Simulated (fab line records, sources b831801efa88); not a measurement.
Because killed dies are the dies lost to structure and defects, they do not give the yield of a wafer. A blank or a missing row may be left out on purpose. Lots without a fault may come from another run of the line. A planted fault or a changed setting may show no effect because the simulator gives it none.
Which of the tools did it? / flow sky130 / Sampling: 11 lots, 33 wafers, 4 of 708 route steps

## WHAT EACH GAUGE READ, for each wafer
SKY_VIA2_THK_MEAS_01. Usual: VIA2_HDPCVD_THK typically reads 1178 nm, with standard deviation 13.
lot=L560; measured=day 36 12:53; on=filmMetro-03; VIA2_HDPCVD_THK (nm)=1187 1176 1185; flag=
lot=L559; measured=day 36 15:13; on=filmMetro-02; VIA2_HDPCVD_THK (nm)=1195 1211 1197; flag=
lot=L561; measured=day 36 18:20; on=filmMetro-04; VIA2_HDPCVD_THK (nm)=1181 1181 1175; flag=
lot=L562; measured=day 36 19:45; on=filmMetro-04; VIA2_HDPCVD_THK (nm)=1181 1178 1185; flag=
lot=L563; measured=day 37 05:02; on=filmMetro-03; VIA2_HDPCVD_THK (nm)=1176 1185 1177; flag=
lot=L566; measured=day 38 01:55; on=filmMetro-04; VIA2_HDPCVD_THK (nm)=1155 1179 1155; flag=
lot=L567; measured=day 38 02:09; on=filmMetro-03; VIA2_HDPCVD_THK (nm)=1162 1154 1172; flag=
lot=L568; measured=day 38 11:20; on=filmMetro-03; VIA2_HDPCVD_THK (nm)=1173 1198 1172; flag=
lot=L569; measured=day 38 22:02; on=filmMetro-03; VIA2_HDPCVD_THK (nm)=1174 1190 1182; flag=
lot=L572; measured=day 39 10:17; on=filmMetro-02; VIA2_HDPCVD_THK (nm)=1420 1193 1185; flag=OFF
lot=L573; measured=day 39 22:22; on=filmMetro-04; VIA2_HDPCVD_THK (nm)=1144 1165 1157; flag=

## EACH LOT AND THE TOOL THAT RAN IT (in order: tool; ch and the chambers of the sampled wafers; start)
lot=L560; SKY_METAL2_SPUTTER_00=pvdSputter-04, day 35 09:13; SKY_METAL2_SPUTTER_03=pvdSputter-04, day 35 09:17; SKY_VIA2_HDPCVD_00=hdpcvd-01 ch 1,2, day 36 12:45
lot=L559; SKY_METAL2_SPUTTER_00=pvdSputter-03, day 35 11:20; SKY_METAL2_SPUTTER_03=pvdSputter-03, day 35 11:25; SKY_VIA2_HDPCVD_00=hdpcvd-01 ch 0,1, day 36 15:05
lot=L561; SKY_METAL2_SPUTTER_00=pvdSputter-03, day 35 13:49; SKY_METAL2_SPUTTER_03=pvdSputter-03, day 35 13:53; SKY_VIA2_HDPCVD_00=hdpcvd-01 ch 0,1,2, day 36 18:12
lot=L562; SKY_METAL2_SPUTTER_00=pvdSputter-04, day 35 15:31; SKY_METAL2_SPUTTER_03=pvdSputter-04, day 35 15:35; SKY_VIA2_HDPCVD_00=hdpcvd-01 ch 0,1,2, day 36 19:37
lot=L563; SKY_METAL2_SPUTTER_00=pvdSputter-03, day 36 00:36; SKY_METAL2_SPUTTER_03=pvdSputter-03, day 36 00:41; SKY_VIA2_HDPCVD_00=hdpcvd-02 ch 0, day 37 04:39
lot=L566; SKY_METAL2_SPUTTER_00=pvdSputter-04, day 36 21:10; SKY_METAL2_SPUTTER_03=pvdSputter-04, day 36 21:14; SKY_VIA2_HDPCVD_00=hdpcvd-02 ch 0,1, day 38 01:40
lot=L567; SKY_METAL2_SPUTTER_00=pvdSputter-03, day 36 21:35; SKY_METAL2_SPUTTER_03=pvdSputter-03, day 36 21:40; SKY_VIA2_HDPCVD_00=hdpcvd-01 ch 0,1,2, day 38 02:02
lot=L568; SKY_METAL2_SPUTTER_00=pvdSputter-04, day 37 07:35; SKY_METAL2_SPUTTER_03=pvdSputter-04, day 37 07:39; SKY_VIA2_HDPCVD_00=hdpcvd-02 ch 0,1, day 38 11:08
lot=L569; SKY_METAL2_SPUTTER_00=pvdSputter-04, day 37 19:38; SKY_METAL2_SPUTTER_03=pvdSputter-04, day 37 19:43; SKY_VIA2_HDPCVD_00=hdpcvd-01 ch 0,1,2, day 38 21:55
lot=L572; SKY_METAL2_SPUTTER_00=pvdSputter-04, day 38 08:33; SKY_METAL2_SPUTTER_03=pvdSputter-04, day 38 08:38; SKY_VIA2_HDPCVD_00=hdpcvd-01 ch 0,1,2, day 39 10:10
lot=L573; SKY_METAL2_SPUTTER_00=pvdSputter-03, day 38 20:04; SKY_METAL2_SPUTTER_03=pvdSputter-03, day 38 20:08; SKY_VIA2_HDPCVD_00=hdpcvd-02 ch 1, day 39 22:10
- SKY_METAL2_SPUTTER_00: material Ti, target thk 15 nm, time 10 s.
- SKY_METAL2_SPUTTER_03: material Ti, target thk 5 nm, time 3.3 s.
- SKY_VIA2_HDPCVD_00: deposits SiO2, target thk 1180 nm, time 196.7 s.

## AS READ BY THE TOOLS THEMSELVES (means over the sampled wafers that have a number; for cases with no such wafer, the mark the record gives instead)
SKY_METAL2_SPUTTER_00. Usual: chamberPressurePa 0.4000 Pa, standard deviation 0.00088; throttleValvePct 30.3 %, standard deviation 0.83.
lot=L560; tool=pvdSputter-04; chamberPressurePa (Pa)=0.4009; throttleValvePct (%)=30.2; flag=
lot=L559; tool=pvdSputter-03; chamberPressurePa (Pa)=0.4005; throttleValvePct (%)=30.0; flag=
lot=L561; tool=pvdSputter-03; chamberPressurePa (Pa)=0.4004; throttleValvePct (%)=31.5; flag=
lot=L562; tool=pvdSputter-04; chamberPressurePa (Pa)=0.3999; throttleValvePct (%)=29.8; flag=
lot=L563; tool=pvdSputter-03; chamberPressurePa (Pa)=0.4009; throttleValvePct (%)=30.4; flag=
lot=L566; tool=pvdSputter-04; chamberPressurePa (Pa)=0.3997; throttleValvePct (%)=29.9; flag=
lot=L567; tool=pvdSputter-03; chamberPressurePa (Pa)=0.3995; throttleValvePct (%)=30.3; flag=
lot=L568; tool=pvdSputter-04; chamberPressurePa (Pa)=0.4003; throttleValvePct (%)=30.0; flag=
lot=L569; tool=pvdSputter-04; chamberPressurePa (Pa)=0.3997; throttleValvePct (%)=30.3; flag=
lot=L572; tool=pvdSputter-04; chamberPressurePa (Pa)=0.3996; throttleValvePct (%)=30.2; flag=
lot=L573; tool=pvdSputter-03; chamberPressurePa (Pa)=0.4002; throttleValvePct (%)=30.8; flag=

SKY_METAL2_SPUTTER_03. Usual: chamberPressurePa 0.4001 Pa, standard deviation 0.00068; throttleValvePct 30.3 %, standard deviation 0.85.
lot=L560; tool=pvdSputter-04; chamberPressurePa (Pa)=0.3992; throttleValvePct (%)=30.0; flag=
lot=L559; tool=pvdSputter-03; chamberPressurePa (Pa)=0.4001; throttleValvePct (%)=29.8; flag=
lot=L561; tool=pvdSputter-03; chamberPressurePa (Pa)=0.4010; throttleValvePct (%)=31.6; flag=
lot=L562; tool=pvdSputter-04; chamberPressurePa (Pa)=0.3996; throttleValvePct (%)=29.7; flag=
lot=L563; tool=pvdSputter-03; chamberPressurePa (Pa)=0.4000; throttleValvePct (%)=30.3; flag=
lot=L566; tool=pvdSputter-04; chamberPressurePa (Pa)=0.4002; throttleValvePct (%)=29.9; flag=
lot=L567; tool=pvdSputter-03; chamberPressurePa (Pa)=0.4000; throttleValvePct (%)=30.2; flag=
lot=L568; tool=pvdSputter-04; chamberPressurePa (Pa)=0.4006; throttleValvePct (%)=30.0; flag=
lot=L569; tool=pvdSputter-04; chamberPressurePa (Pa)=0.4000; throttleValvePct (%)=30.2; flag=
lot=L572; tool=pvdSputter-04; chamberPressurePa (Pa)=0.4004; throttleValvePct (%)=30.2; flag=
lot=L573; tool=pvdSputter-03; chamberPressurePa (Pa)=0.3997; throttleValvePct (%)=30.9; flag=

SKY_VIA2_HDPCVD_00. Usual: sih4FlowSccm 60.00 sccm, standard deviation 0.17; susceptorTempC 399.99 C, standard deviation 0.24.
lot=L560; tool=hdpcvd-01; sih4FlowSccm (sccm)=59.97; susceptorTempC (C)=399.97; flag=
lot=L559; tool=hdpcvd-01; sih4FlowSccm (sccm)=59.88; susceptorTempC (C)=400.01; flag=
lot=L561; tool=hdpcvd-01; sih4FlowSccm (sccm)=59.91; susceptorTempC (C)=399.94; flag=
lot=L562; tool=hdpcvd-01; sih4FlowSccm (sccm)=59.75; susceptorTempC (C)=399.82; flag=
lot=L563; tool=hdpcvd-02; sih4FlowSccm (sccm)=60.24; susceptorTempC (C)=399.76; flag=
lot=L566; tool=hdpcvd-02; sih4FlowSccm (sccm)=60.03; susceptorTempC (C)=400.16; flag=
lot=L567; tool=hdpcvd-01; sih4FlowSccm (sccm)=60.16; susceptorTempC (C)=399.83; flag=
lot=L568; tool=hdpcvd-02; sih4FlowSccm (sccm)=60.09; susceptorTempC (C)=400.26; flag=
lot=L569; tool=hdpcvd-01; sih4FlowSccm (sccm)=59.94; susceptorTempC (C)=400.10; flag=
lot=L572; tool=hdpcvd-01; sih4FlowSccm (sccm)=63.97; susceptorTempC (C)=399.90; flag=OFF
lot=L573; tool=hdpcvd-02; sih4FlowSccm (sccm)=59.92; susceptorTempC (C)=399.94; flag=

## THE ANSWER, worked out from the rows above alone
Rule: a lot is off if the mean of its wafers that have a number lies more than 3 standard deviations from the usual mean. Also off: a lot with no number at a reading for which 4 or more lots have one. All remaining lots with rows at the step are treated as sound. Order of review: gauges by route order, followed by the tools' own readings, for which a lot's mean as printed above is used. The first step at which some lot is off is used, and at that step the reading that is off furthest; a lot without a number counts as furthest.
Off: L572, seen at SKY_VIA2_THK_MEAS_01 (VIA2_HDPCVD_THK).
If a tool, at a process step before that reading, ran all the lots that are off and no sound lot after the first of them, it fits. Not tried: the gauges at SKY_VIA2_THK_MEAS_01; whatever is off there is also off at SKY_VIA2_HDPCVD_00, on other tools, and gauge error can't account for it. Can't be told from this: 2 tools fit, pvdSputter-04 at SKY_METAL2_SPUTTER_00 and SKY_METAL2_SPUTTER_03, hdpcvd-01 at SKY_VIA2_HDPCVD_00.

## WHAT THE SIMULATOR HAD PUT IN
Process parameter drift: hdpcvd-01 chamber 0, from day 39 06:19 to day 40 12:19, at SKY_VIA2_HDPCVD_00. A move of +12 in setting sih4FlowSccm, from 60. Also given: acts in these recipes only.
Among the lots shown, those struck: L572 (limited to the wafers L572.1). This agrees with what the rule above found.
